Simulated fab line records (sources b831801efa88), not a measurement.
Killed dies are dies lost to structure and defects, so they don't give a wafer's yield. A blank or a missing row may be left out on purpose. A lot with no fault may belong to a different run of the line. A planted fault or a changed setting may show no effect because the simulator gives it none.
fab line records	flow sky130
record lots=13	wafers=39	last_day=50
route steps=708 shown POLY_GATE@205 LDD_N@251 PAD_OPEN@708
lots that met no fault: taken from a fault-free run of the same line
start_h: hours from the record's opening day to when the first of the lot's shown wafers began	wait_h: hours elapsed since this lot's preceding step	" same as the row above	L1.1+2: a row that stands for several wafers	- either no value or no given start	* or withheld: withheld	< > ~ a bound
route shown NAME@n: names a module that has steps shown in the file, with the first one's number in the route	usual: mean and standard deviation over wafers with no fault	same: alike in all rows	chamber/n: place in a boat	sites: readings site by site	_std_site: the values' standard deviation	_edge_site: outer sites' mean less inner sites'	radius_mm: how far each site lies from the wafer's centre	mask NAME#n: copy n	behind: the tool/chamber that last shaped the wafer	hold: cause of the lot's hold/its duration in hours/its outcome	device: which transistor (n, p or np) failed to switch	end of line: at the end of the route, the tests of the same wafers	a step given without rows: its recipe and nothing more	killed: not the wafer's yield, but the dies lost to structure and defects at the first sort	map: per-die view of a wafer (x killed, . not killed, _ where there is no die)
set.NAME: setting as actually run; set.NAME@STEP: the setting as run at that earlier step	model.NAME: the simulator's own value behind a step, which no gauge read
a sample of lots followed through the steps of the route, with each step as a table and each wafer as a row
services: a tool's chamber out of use, with start hour (start_h, from the record's first day; less than 0 if before it), hours out, and reason
## steps
# step SKY_POLY_GATE_THK_MEAS_01
# recipe reads=poly-Si_of_POLY_GATE_CVD_00
# usual POLY_GATE_CVD_00_THK=179.9/1.4
lot.wafer	tool	chamber	start_h	wait_h	POLY_GATE_CVD_00_THK[nm]
L306.1	film_metro-03	-	320.13	0.0	179.9
L306.2	"	-	"	"	178.4
L306.4	"	-	"	"	179.3
L307.1	film_metro-01	-	323.69	0.0	180.4
L307.3	"	-	"	"	179.4
L307.6	"	-	"	"	180.3
L308.1	film_metro-03	-	333.01	0.0	178.9
L308.5	"	-	"	"	178.3
L308.6	"	-	"	"	178.4
L310.3	film_metro-01	-	347.55	0.0	182.0
L310.4	"	-	"	"	182.5
L310.6	"	-	"	"	181.6
L311.1	film_metro-01	-	357.00	0.0	181.1
L311.3	"	-	"	"	180.2
L311.4	"	-	"	"	180.6
L312.2	film_metro-04	-	374.39	0.0	179.5
L312.4	"	-	"	"	178.6
L312.6	"	-	"	"	177.7
L313.3	film_metro-01	-	379.33	0.0	180.4
L313.4	"	-	"	"	181.1
L313.6	"	-	"	"	179.6
L320.1	film_metro-04	-	447.56	0.0	178.0
L320.3	"	-	"	"	178.9
L320.5	"	-	"	"	178.8
L321.1	film_metro-04	-	455.09	0.0	180.1
L321.3	"	-	"	"	180.0
L321.6	"	-	"	"	181.4
L322.3	film_metro-01	-	465.35	0.0	182.9
L322.5	"	-	"	"	182.8
L322.6	"	-	"	"	184.3
L323.1	film_metro-03	-	468.11	0.0	179.2
L323.2	"	-	"	"	178.8
L323.5	"	-	"	"	179.2
L327.2	film_metro-03	-	499.23	0.0	179.8
L327.3	"	-	"	"	180.3
L327.6	"	-	"	"	178.5
L328.1	film_metro-03	-	502.92	0.0	181.1
L328.4	"	-	"	"	181.5
L328.6	"	-	"	"	182.2
# step SKY_POLY_GATE_OVL_MEAS_14
# usual POLY_GATE_OVL=-1/5.1
lot.wafer	tool	chamber	start_h	wait_h	POLY_GATE_OVL[nm]
L306.1	overlay-01	-	377.36	0.1	1
L306.2	"	-	"	"	4
L306.4	"	-	"	"	9
L307.1	overlay-02	-	381.89	0.1	-4
L307.3	"	-	"	"	-7
L307.6	"	-	"	"	-5
L308.1	overlay-02	-	391.21	0.1	-2
L308.5	"	-	"	"	5
L308.6	"	-	"	"	0
L310.3	overlay-01	-	405.35	0.1	-3
L310.4	"	-	"	"	-2
L310.6	"	-	"	"	-4
L311.1	overlay-01	-	417.66	0.1	0
L311.3	"	-	"	"	7
L311.4	"	-	"	"	5
L312.2	overlay-02	-	435.85	0.1	-2
L312.4	"	-	"	"	1
L312.6	"	-	"	"	4
L313.3	overlay-02	-	439.92	0.1	0
L313.4	"	-	"	"	-3
L313.6	"	-	"	"	-7
L320.1	overlay-01	-	510.51	0.1	1
L320.3	"	-	"	"	3
L320.5	"	-	"	"	6
L321.1	overlay-02	-	517.64	0.1	-4
L321.3	"	-	"	"	4
L321.6	"	-	"	"	-4
L322.3	overlay-02	-	528.55	0.1	3
L322.5	"	-	"	"	3
L322.6	"	-	"	"	-6
L323.1	overlay-01	-	530.57	0.1	0
L323.2	"	-	"	"	1
L323.5	"	-	"	"	7
L327.2	overlay-01	-	561.34	0.1	1
L327.3	"	-	"	"	-3
L327.6	"	-	"	"	3
L328.1	overlay-01	-	564.31	0.1	-3
L328.4	"	-	"	"	-3
L328.6	"	-	"	"	5
# step SKY_POLY_GATE_ETCH_15
# recipe chemistry=N2/H2	target=BARC	ion_energy_ev=200	source_w=500	bias_w=100	pressure_mtorr=30	n2_flow_sccm=100	h2_flow_sccm=200	stop_on=SiO2	time_s=118.5	target_depth_a=1100
# usual drypump_motor_current_A=5.8/0.45	oes_product_au=0.716/0.0046	throttle_valve_pct=13.214/0.009
# same time_s=118.5
lot.wafer	tool	chamber	start_h	wait_h	drypump_motor_current_A	oes_product_au	rf_hours_counter_h	throttle_valve_pct
L306.1	rie_diel-01	1	377.39	0.0	5.7	0.725	61	13.217
L306.2	"	0	"	"	6.5	0.717	79	13.197
L306.4	"	3	"	"	5.5	0.726	105	13.234
L307.1	rie_diel-03	3	381.93	0.0	6.2	0.718	6	13.209
L307.3	"	0	"	"	6.2	0.714	9	13.201
L307.6	"	0	"	"	6.2	0.714	-	13.226
L308.1	rie_diel-04	2	391.24	0.0	5.4	0.712	100	13.215
L308.5	"	2	"	"	5.4	0.716	-	13.203
L308.6	"	1	"	"	5.9	0.712	-	13.203
L310.3	rie_diel-01	3	405.38	0.0	5.5	0.711	105	13.212
L310.4	"	3	"	"	5.4	0.713	-	13.214
L310.6	"	0	"	"	6.4	0.720	-	13.215
L311.1	rie_diel-03	1	417.70	0.0	5.1	0.710	37	13.207
L311.3	"	3	"	"	6.2	0.717	6	13.230
L311.4	"	0	"	"	6.1	0.716	10	13.208
L312.2	rie_diel-01	1	435.88	0.0	5.6	0.728	63	13.227
L312.4	"	0	"	"	6.5	0.720	-	13.217
L312.6	"	2	"	"	6.3	0.718	-	13.221
L313.3	rie_diel-03	0	439.94	0.0	6.1	0.721	11	13.221
L313.4	"	3	"	"	6.2	0.721	-	13.211
L313.6	"	0	"	"	6.1	0.710	-	13.212
L320.1	rie_diel-03	2	510.55	0.0	5.4	0.722	1	13.209
L320.3	"	0	"	"	6.2	0.717	12	13.211
L320.5	"	0	"	"	6.1	0.714	-	13.208
L321.1	rie_diel-03	2	517.68	0.0	5.4	0.714	1	13.221
L321.3	"	0	"	"	6.2	0.719	12	13.220
L321.6	"	2	"	"	5.4	0.717	-	13.198
L322.3	rie_diel-01	0	528.58	0.0	6.4	0.711	83	13.226
L322.5	"	1	"	"	5.6	0.713	-	13.204
L322.6	"	2	"	"	6.3	0.725	-	13.217
L323.1	rie_diel-03	0	530.60	0.0	6.2	0.714	13	13.216
L323.2	"	2	"	"	5.4	0.714	1	13.209
L323.5	"	0	"	"	6.2	0.714	-	13.227
L327.2	rie_diel-04	1	561.37	0.0	5.9	0.715	31	13.216
L327.3	"	2	"	"	5.4	0.717	2	13.214
L327.6	"	3	"	"	5.9	0.708	-	13.210
L328.1	rie_diel-04	2	564.35	0.0	5.4	0.711	2	13.219
L328.4	"	3	"	"	5.8	0.713	3	13.221
L328.6	"	2	"	"	5.4	0.715	-	13.232
# step SKY_LDD_N_IMPLANT_14
# recipe species=BF2	energy_kev=50	dose_cm2=5e+12	tilt_deg=30	rotation_deg=180
# usual dose_ions_cm2=5e+12/5.5e+09	faraday_current_uA=28.2/0.61
lot.wafer	tool	chamber	start_h	wait_h	dose_ions_cm2	faraday_current_uA
L306.1	implanter-02	0	411.21	0.1	4.996e+12	28.6
L306.2	"	0	"	"	4.999e+12	27.8
L306.4	"	0	"	"	4.997e+12	27.6
L307.1	implanter-02	0	413.46	0.1	4.999e+12	27.4
L307.3	"	0	"	"	5.005e+12	28.6
L307.6	"	0	"	"	5.006e+12	27.3
L308.1	implanter-01	0	426.21	0.1	5.008e+12	29.4
L308.5	"	0	"	"	5.003e+12	26.9
L308.6	"	0	"	"	5.006e+12	27.3
L310.3	implanter-03	0	438.81	0.1	5e+12	27.9
L310.4	"	0	"	"	4.997e+12	28.5
L310.6	"	0	"	"	4.992e+12	29.1
L311.1	implanter-01	0	452.48	0.1	3.808e+12	21.3
L311.3	"	0	"	"	3.811e+12	21.0
L311.4	"	0	"	"	3.805e+12	20.9
L312.2	implanter-01	0	470.68	0.1	3.808e+12	20.8
L312.4	"	0	"	"	3.814e+12	22.0
L312.6	"	0	"	"	3.806e+12	22.0
L313.3	implanter-03	0	472.86	0.1	5.007e+12	29.0
L313.4	"	0	"	"	5.003e+12	28.3
L313.6	"	0	"	"	5.009e+12	27.8
L320.1	implanter-02	0	543.81	0.1	5e+12	28.1
L320.3	"	0	"	"	4.995e+12	28.5
L320.5	"	0	"	"	4.997e+12	28.7
L321.1	implanter-01	0	550.38	0.1	4.991e+12	28.4
L321.3	"	0	"	"	4.991e+12	27.1
L321.6	"	0	"	"	4.992e+12	28.3
L322.3	implanter-03	0	561.13	0.1	5.008e+12	28.5
L322.5	"	0	"	"	5.007e+12	27.6
L322.6	"	0	"	"	5.008e+12	28.2
L323.1	implanter-03	0	562.72	0.1	5.003e+12	28.9
L323.2	"	0	"	"	5.002e+12	28.6
L323.5	"	0	"	"	5.002e+12	27.4
L327.2	implanter-01	0	593.43	0.1	5.004e+12	27.8
L327.3	"	0	"	"	5.004e+12	28.6
L327.6	"	0	"	"	5.001e+12	27.7
L328.1	implanter-01	0	596.08	0.1	4.998e+12	28.2
L328.4	"	0	"	"	4.994e+12	28.9
L328.6	"	0	"	"	4.998e+12	27.7
# step SKY_PAD_OPEN_PROBE_99
# usual killed_at_M0_to_M3=44/7.8	killed_at_M4_up=3.1/1.7	killed_at_contacts=25/5.1	killed_at_front_end=15/4.4	killed_at_other=0.5/0.68	killed_dies=88/9.9	killed_open=48/6.9	killed_short=39/6.5
# same gross_dies=492	killed_at_back_side=0
lot.wafer	tool	chamber	start_h	wait_h	killed_at_M0_to_M3	killed_at_M4_up	killed_at_contacts	killed_at_front_end	killed_at_other	killed_dies	killed_open	killed_short
L306.1	prober-01	-	1081.11	0.1	44	2	31	9	0	86	51	35
L306.2	prober-01	-	1081.16	0.1	54	4	23	15	1	97	47	50
L306.4	prober-01	-	1081.26	0.2	40	5	33	16	1	95	39	56
L307.1	prober-02	-	1082.41	0.1	33	3	30	13	2	81	49	30
L307.3	prober-02	-	1082.51	0.2	46	4	21	18	1	90	47	42
L307.6	prober-02	-	1082.66	0.2	44	3	31	11	1	90	47	42
L308.1	prober-01	-	1090.08	0.1	38	2	25	13	1	79	46	33
L308.5	prober-01	-	1090.28	0.2	59	2	24	18	0	103	55	48
L308.6	prober-01	-	1090.33	0.2	43	2	24	15	0	84	46	37
L310.3	prober-01	-	1102.13	0.2	52	8	26	18	0	104	53	51
L310.4	prober-01	-	1102.18	0.2	40	1	24	20	0	85	36	49
L310.6	prober-01	-	1102.28	0.2	38	4	27	17	1	87	51	36
L311.1	prober-02	-	1108.97	0.1	69	4	23	12	1	109	61	47
L311.3	prober-02	-	1109.07	0.2	57	4	26	16	2	105	63	41
L311.4	prober-02	-	1109.12	0.2	43	5	19	13	1	81	44	36
L312.2	prober-01	-	1119.01	0.1	61	4	25	18	1	109	61	48
L312.4	prober-01	-	1119.11	0.2	38	4	28	18	0	88	55	33
L312.6	prober-01	-	1119.21	0.2	50	4	22	14	0	90	53	37
L313.3	prober-02	-	1120.04	0.2	56	5	27	17	1	106	64	41
L313.4	prober-02	-	1120.09	0.2	59	2	27	5	0	93	47	45
L313.6	prober-02	-	1120.19	0.2	44	3	23	24	1	95	52	42
L320.1	prober-01	-	1163.81	0.1	55	2	21	18	2	98	49	48
L320.3	prober-01	-	1163.91	0.2	41	4	30	18	0	93	50	43
L320.5	prober-01	-	1164.01	0.2	47	5	30	21	0	103	54	49
L321.1	prober-02	-	1167.56	0.1	54	3	23	18	0	98	56	42
L321.3	prober-02	-	1167.66	0.2	36	5	31	18	0	90	50	39
L321.6	prober-02	-	1167.81	0.2	34	1	24	10	0	69	36	33
L322.3	prober-01	-	1174.67	0.2	38	2	21	22	1	84	44	36
L322.5	prober-01	-	1174.77	0.2	42	3	28	15	0	88	50	38
L322.6	prober-01	-	1174.82	0.2	48	3	22	11	2	86	44	42
L323.1	prober-02	-	1177.17	0.1	43	2	22	15	1	83	40	43
L323.2	prober-02	-	1177.22	0.1	47	2	25	22	0	96	53	43
L323.5	prober-02	-	1177.37	0.2	32	3	17	16	0	68	30	38
L327.2	prober-01	-	1191.75	0.1	42	2	19	16	0	79	40	38
L327.3	prober-01	-	1191.80	0.2	39	4	19	23	0	85	46	39
L327.6	prober-01	-	1191.95	0.2	35	5	26	9	0	75	40	34
L328.1	prober-02	-	1196.02	0.1	36	2	19	12	0	69	39	29
L328.4	prober-02	-	1196.17	0.2	51	7	31	21	1	111	56	53
L328.6	prober-02	-	1196.27	0.2	42	1	29	17	1	90	51	39
# killed by level:class
L306.1 VIA1:geometric_particle:open=16 CONTACT:geometric_particle:open=9 LI_CONTACT:geometric_particle:open=8 CONTACT:geometric_particle:short=7 VIA3:geometric_particle:open=7 VIA1:geometric_particle:short=5 LOCAL_INTERCONNECT:geometric_particle:short=4 VIA2:geometric_particle:open=4
L306.2 METAL1:geometric_particle:short=13 VIA3:geometric_particle:open=10 CONTACT:geometric_particle:open=9 VIA1:geometric_particle:open=9 LI_CONTACT:geometric_particle:open=5 VIA1:geometric_particle:short=5 POLY_GATE:geometric_particle:open=4 LOCAL_INTERCONNECT:geometric_particle:short=4
L306.4 CONTACT:geometric_particle:open=11 CONTACT:geometric_particle:short=9 METAL2:geometric_particle:short=9 FIELD_ISO:geometric_particle:short=7 VIA1:geometric_particle:open=7 LOCAL_INTERCONNECT:geometric_particle:short=5 LI_CONTACT:geometric_particle:open=4 VIA1:geometric_particle:short=4
L307.1 CONTACT:geometric_particle:open=12 LI_CONTACT:geometric_particle:open=11 VIA3:geometric_particle:open=7 VIA1:geometric_particle:short=6 FIELD_ISO:geometric_particle:open=4 POLY_GATE:geometric_particle:open=4 VIA1:geometric_particle:open=4 METAL2:geometric_particle:short=4
L307.3 POLY_GATE:geometric_particle:open=7 CONTACT:geometric_particle:open=7 VIA2:geometric_particle:open=7 VIA3:geometric_particle:open=7 VIA1:geometric_particle:open=6 METAL1:geometric_particle:short=6 LI_CONTACT:geometric_particle:open=6 VIA2:geometric_particle:short=6
L307.6 CONTACT:geometric_particle:open=15 METAL1:geometric_particle:short=7 VIA1:geometric_particle:open=7 VIA1:geometric_particle:short=7 LI_CONTACT:geometric_particle:open=6 VIA3:geometric_particle:short=6 CONTACT:geometric_particle:short=5 VIA3:geometric_particle:open=5
L308.1 VIA1:geometric_particle:open=11 LI_CONTACT:geometric_particle:open=8 FIELD_ISO:geometric_particle:short=7 CONTACT:geometric_particle:open=7 VIA3:geometric_particle:open=6 VIA2:geometric_particle:open=5 METAL1:geometric_particle:short=5 LI_CONTACT:geometric_particle:short=4
L308.5 VIA1:geometric_particle:open=13 VIA3:geometric_particle:open=12 CONTACT:geometric_particle:open=11 METAL2:geometric_particle:short=9 VIA2:geometric_particle:short=7 POLY_GATE:geometric_particle:short=5 LI_CONTACT:geometric_particle:open=5 METAL1:geometric_particle:short=5
L308.6 CONTACT:geometric_particle:open=10 VIA1:geometric_particle:open=10 VIA2:geometric_particle:open=8 LI_CONTACT:geometric_particle:open=7 METAL2:geometric_particle:short=6 VIA3:geometric_particle:short=5 POLY_GATE:geometric_particle:short=4 CONTACT:geometric_particle:short=4
L310.3 CONTACT:geometric_particle:open=13 VIA2:geometric_particle:open=10 VIA1:geometric_particle:open=8 METAL1:geometric_particle:short=6 LI_CONTACT:geometric_particle:open=6 METAL4:geometric_particle:short=6 FIELD_ISO:geometric_particle:open=5 FIELD_ISO:geometric_particle:short=5
L310.4 METAL1:geometric_particle:short=8 METAL2:geometric_particle:short=8 FIELD_ISO:geometric_particle:short=7 CONTACT:geometric_particle:open=6 FIELD_ISO:geometric_particle:open=5 LI_CONTACT:geometric_particle:open=5 CONTACT:geometric_particle:short=5 VIA2:geometric_particle:open=5
L310.6 CONTACT:geometric_particle:open=11 VIA1:geometric_particle:open=9 LI_CONTACT:geometric_particle:open=7 VIA1:geometric_particle:short=6 VIA2:geometric_particle:open=6 POLY_GATE:geometric_particle:open=5 CONTACT:geometric_particle:short=5 VIA3:geometric_particle:open=5
L311.1 VIA1:geometric_particle:open=19 VIA3:geometric_particle:open=10 VIA1:geometric_particle:short=10 LI_CONTACT:geometric_particle:open=8 CONTACT:geometric_particle:open=7 METAL1:geometric_particle:short=6 CONTACT:geometric_particle:short=5 VIA2:geometric_particle:open=5
L311.3 VIA1:geometric_particle:open=20 LI_CONTACT:geometric_particle:open=11 VIA1:geometric_particle:short=11 FIELD_ISO:geometric_particle:open=7 VIA3:geometric_particle:open=7 CONTACT:geometric_particle:open=6 CONTACT:geometric_particle:short=4 VIA2:geometric_particle:short=4
L311.4 CONTACT:geometric_particle:open=10 VIA1:geometric_particle:open=8 VIA3:geometric_particle:open=6 METAL2:geometric_particle:short=5 VIA2:geometric_particle:open=5 VIA3:geometric_particle:short=5 FIELD_ISO:geometric_particle:short=4 VIA1:geometric_particle:short=4
L312.2 VIA1:geometric_particle:open=13 VIA2:geometric_particle:open=10 VIA3:geometric_particle:open=9 LI_CONTACT:geometric_particle:open=8 POLY_GATE:geometric_particle:open=7 CONTACT:geometric_particle:open=7 VIA2:geometric_particle:short=6 CONTACT:geometric_particle:short=5
L312.4 CONTACT:geometric_particle:open=11 VIA1:geometric_particle:open=9 LI_CONTACT:geometric_particle:open=7 VIA3:geometric_particle:open=7 LOCAL_INTERCONNECT:geometric_particle:short=6 FIELD_ISO:geometric_particle:short=5 POLY_GATE:geometric_particle:open=5 VIA2:geometric_particle:open=5
L312.6 VIA1:geometric_particle:open=12 CONTACT:geometric_particle:open=10 VIA2:geometric_particle:open=7 VIA1:geometric_particle:short=7 VIA3:geometric_particle:open=6 FIELD_ISO:geometric_particle:open=5 LOCAL_INTERCONNECT:geometric_particle:short=5 METAL2:geometric_particle:short=5
L313.3 VIA1:geometric_particle:open=14 CONTACT:geometric_particle:open=11 VIA3:geometric_particle:open=10 METAL1:geometric_particle:short=8 VIA2:geometric_particle:open=7 FIELD_ISO:geometric_particle:open=6 LI_CONTACT:geometric_particle:open=6 VIA3:geometric_particle:short=5
L313.4 LI_CONTACT:geometric_particle:open=11 VIA1:geometric_particle:open=10 METAL2:geometric_particle:short=9 VIA1:geometric_particle:short=8 CONTACT:geometric_particle:open=7 METAL1:geometric_particle:short=6 CONTACT:geometric_particle:short=5 VIA2:geometric_particle:open=5
L313.6 CONTACT:geometric_particle:open=12 VIA3:geometric_particle:open=11 VIA1:geometric_particle:open=9 VIA1:geometric_particle:short=6 FIELD_ISO:geometric_particle:short=5 POLY_GATE:geometric_particle:short=5 CONTACT:geometric_particle:short=5 FIELD_ISO:geometric_particle:open=4
L320.1 VIA1:geometric_particle:open=10 CONTACT:geometric_particle:short=7 CONTACT:geometric_particle:open=7 VIA1:geometric_particle:short=7 VIA3:geometric_particle:open=7 POLY_GATE:geometric_particle:open=5 METAL2:geometric_particle:short=5 VIA3:geometric_particle:short=5
L320.3 CONTACT:geometric_particle:open=12 VIA1:geometric_particle:open=9 VIA2:geometric_particle:open=8 POLY_GATE:geometric_particle:short=7 LI_CONTACT:geometric_particle:short=6 VIA1:geometric_particle:short=6 LI_CONTACT:geometric_particle:open=5 VIA3:geometric_particle:open=5
L320.5 CONTACT:geometric_particle:open=11 VIA1:geometric_particle:open=11 LI_CONTACT:geometric_particle:open=9 METAL2:geometric_particle:short=8 VIA1:geometric_particle:short=6 FIELD_ISO:geometric_particle:short=5 CONTACT:geometric_particle:short=5 VIA2:geometric_particle:open=5
L321.1 VIA1:geometric_particle:open=13 CONTACT:geometric_particle:open=12 VIA2:geometric_particle:open=10 POLY_GATE:geometric_particle:open=7 METAL2:geometric_particle:short=7 METAL1:geometric_particle:short=6 CONTACT:geometric_particle:short=5 VIA1:geometric_particle:short=5
L321.3 CONTACT:geometric_particle:open=14 VIA1:geometric_particle:open=9 POLY_GATE:geometric_particle:short=7 LI_CONTACT:geometric_particle:open=6 VIA3:geometric_particle:open=5 POLY_GATE:geometric_particle:open=4 CONTACT:geometric_particle:short=4 LI_CONTACT:geometric_particle:short=4
L321.6 CONTACT:geometric_particle:open=10 LI_CONTACT:geometric_particle:open=7 POLY_GATE:geometric_particle:short=5 METAL2:geometric_particle:short=5 METAL1:geometric_particle:short=5 VIA1:geometric_particle:open=5 VIA2:geometric_particle:open=4 POLY_GATE:geometric_particle:open=3
L322.3 VIA1:geometric_particle:open=10 METAL1:geometric_particle:short=9 LI_CONTACT:geometric_particle:open=7 CONTACT:geometric_particle:open=7 VIA2:geometric_particle:open=7 POLY_GATE:geometric_particle:short=4 POLY_GATE:area_etch=4 FIELD_ISO:geometric_particle:short=3
L322.5 VIA1:geometric_particle:open=10 CONTACT:geometric_particle:open=10 LI_CONTACT:geometric_particle:open=7 FIELD_ISO:geometric_particle:open=5 VIA1:geometric_particle:short=5 VIA2:geometric_particle:short=5 VIA2:geometric_particle:open=5 CONTACT:geometric_particle:short=4
L322.6 VIA1:geometric_particle:open=11 VIA3:geometric_particle:open=9 CONTACT:geometric_particle:open=8 METAL1:geometric_particle:short=6 POLY_GATE:geometric_particle:open=5 LOCAL_INTERCONNECT:geometric_particle:short=5 METAL3:geometric_particle:short=5 LI_CONTACT:geometric_particle:short=4
L323.1 VIA1:geometric_particle:open=9 METAL1:geometric_particle:short=8 METAL2:geometric_particle:short=8 CONTACT:geometric_particle:open=7 LI_CONTACT:geometric_particle:open=6 FIELD_ISO:geometric_particle:open=5 CONTACT:geometric_particle:short=5 VIA1:geometric_particle:short=5
L323.2 VIA1:geometric_particle:open=10 CONTACT:geometric_particle:open=9 FIELD_ISO:geometric_particle:short=8 VIA2:geometric_particle:open=8 VIA1:geometric_particle:short=7 VIA3:geometric_particle:open=7 LI_CONTACT:geometric_particle:open=6 CONTACT:geometric_particle:short=6
L323.5 METAL1:geometric_particle:short=10 CONTACT:geometric_particle:open=6 METAL2:geometric_particle:short=5 FIELD_ISO:geometric_particle:open=5 METAL3:geometric_particle:short=5 VIA1:geometric_particle:open=4 LI_CONTACT:geometric_particle:open=3 LOCAL_INTERCONNECT:geometric_particle:short=3
L327.2 VIA1:geometric_particle:open=12 VIA3:geometric_particle:open=8 METAL1:geometric_particle:short=6 LOCAL_INTERCONNECT:geometric_particle:short=6 POLY_GATE:geometric_particle:short=5 LI_CONTACT:geometric_particle:open=5 CONTACT:geometric_particle:open=5 FIELD_ISO:geometric_particle:short=4
L327.3 CONTACT:geometric_particle:open=12 FIELD_ISO:geometric_particle:open=9 POLY_GATE:geometric_particle:short=6 METAL2:geometric_particle:short=6 METAL1:geometric_particle:short=6 VIA1:geometric_particle:open=6 FIELD_ISO:geometric_particle:short=5 LI_CONTACT:geometric_particle:open=4
L327.6 VIA1:geometric_particle:open=9 LI_CONTACT:geometric_particle:open=7 CONTACT:geometric_particle:open=7 LI_CONTACT:geometric_particle:short=6 VIA2:geometric_particle:open=6 CONTACT:geometric_particle:short=4 METAL3:geometric_particle:short=4 METAL4:geometric_particle:short=3
L328.1 LI_CONTACT:geometric_particle:open=8 METAL2:geometric_particle:short=7 VIA2:geometric_particle:open=6 VIA1:geometric_particle:open=6 VIA3:geometric_particle:open=6 FIELD_ISO:geometric_particle:open=5 CONTACT:geometric_particle:short=4 VIA1:geometric_particle:short=4
L328.4 CONTACT:geometric_particle:open=15 METAL1:geometric_particle:short=10 VIA2:geometric_particle:open=9 FIELD_ISO:geometric_particle:short=7 VIA1:geometric_particle:open=7 VIA3:geometric_particle:open=6 LI_CONTACT:geometric_particle:open=5 POLY_GATE:geometric_particle:open=5
L328.6 LI_CONTACT:geometric_particle:open=12 VIA1:geometric_particle:open=11 VIA2:geometric_particle:open=10 FIELD_ISO:geometric_particle:open=7 CONTACT:geometric_particle:short=7 FIELD_ISO:geometric_particle:short=5 LI_CONTACT:geometric_particle:short=5 METAL2:geometric_particle:short=5
## services
tool	chamber	start_h	hours	kind
rie_diel-04	2	372.59	10.7	repair
rie_diel-01	2	400.87	-	clean
rie_diel-01	2	400.87	23.1	scheduled_down
rie_diel-01	2	400.87	23.1	vent_cycle
rie_diel-04	2	405.22	3.8	repair
implanter-02	-	425.52	8.0	repair
implanter-03	-	425.61	6.2	pm
rie_diel-01	3	427.00	-	clean
rie_diel-01	3	427.00	18.4	scheduled_down
rie_diel-03	2	439.70	-	clean
rie_diel-03	2	439.70	25.4	scheduled_down
rie_diel-03	2	439.70	25.4	vent_cycle
implanter-02	-	440.94	13.3	pm
implanter-01	-	444.19	4.8	pm
implanter-03	-	448.95	4.5	pm
rie_diel-01	-	449.44	0.3	repair
implanter-02	-	473.96	2.7	repair
rie_diel-03	1	507.04	13.8	repair
rie_diel-04	2	511.70	2.6	repair
implanter-01	-	514.82	0.7	repair
rie_diel-04	0	529.25	2.8	repair
rie_diel-01	3	559.80	11.8	repair
rie_diel-01	0	564.58	15.0	repair
implanter-02	-	578.65	6.3	repair
## key
first_sign step=SKY_LDD_N_IMPLANT_14	reading=dose_ions_cm2	direction=down	sigmas=99+	usual=*	struck=*
effect step=SKY_LDD_N_IMPLANT_14	reading=faraday_current_uA	direction=down	sigmas=11	usual=28.2	struck=21.3
met_at SKY_LDD_N_IMPLANT_14
struck_lots L311,L312
tester_left_out L311,L312
not_acting_at SKY_POLY_GATE_THK_MEAS_01,SKY_POLY_GATE_OVL_MEAS_14,SKY_POLY_GATE_ETCH_15
onset_between 426.21 452.48
fault kind=process_parameter_drift	tool=implanter-01	chamber=-	onset_h=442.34	steps=SKY_LDD_N_IMPLANT_14	channel=dose_cm2	offset=*	shape=step	end_h=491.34	acts_in=*	stated=*
# tester_left_out: of these lots the tester's yield and bins aren't shown, on N5 and GAA mostly nor the transistor test; their killed dies are dies lost to structure and defects alone, not to doping, threshold or leakage, so they don't give the yield
